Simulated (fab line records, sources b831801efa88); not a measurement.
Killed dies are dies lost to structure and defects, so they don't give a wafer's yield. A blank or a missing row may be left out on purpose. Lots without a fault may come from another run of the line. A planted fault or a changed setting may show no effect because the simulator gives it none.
Which tool did it? | flow gf180mcu | 12 lots, 36 wafers sampled, at 1 step of a route of 602

WHAT THE GAUGES READ, wafer by wafer
GF_V3_THK_MEAS_03.
lot  | measured     | on            | V3_CVD_02_THK (nm)
L075 | day 22 02:42 | film_metro-02 | 845 843 855
L077 | day 22 20:56 | film_metro-03 | 836 827 833
L079 | day 23 04:01 | film_metro-02 | 859 861 858
L081 | day 24 00:14 | film_metro-03 | 849 833 857
L083 | day 25 07:00 | film_metro-02 | 851 843 847
L085 | day 25 12:37 | film_metro-03 | 849 861 872
L087 | day 26 06:20 | film_metro-02 | 833 854 852
L089 | day 26 14:23 | film_metro-03 | 832 849 854
L091 | day 27 06:26 | film_metro-03 | 845 848 847
L093 | day 28 01:04 | film_metro-03 | 845 855 856
L095 | day 28 11:41 | film_metro-03 | 843 847 862
L097 | day 28 22:26 | film_metro-02 | 846 838 849

WHICH TOOL RAN EACH LOT (tool, then ch and the chambers of the sampled wafers, then the start)
The record holds no process step before these readings.

THE ANSWER, worked out from the rows above alone
Rule: what is usual is taken from the lots themselves. Put in order of their means at a reading, lots are off if they are a third of the lots or fewer, leave a main group of 4 or more, and stand apart from it by a gap of 3 or more times the standard deviation of the main group's means; of several such gaps the widest counts. A main group whose means are all the same, to the digits that the tables above print for the reading, isn't used. A lot without any number at a reading at which 4 lots or more have one is off too. The other lots that the step has rows for count as sound.
No lot is off at any reading shown: from this, nothing can be told.

WHAT THE SIMULATOR HAD PUT IN
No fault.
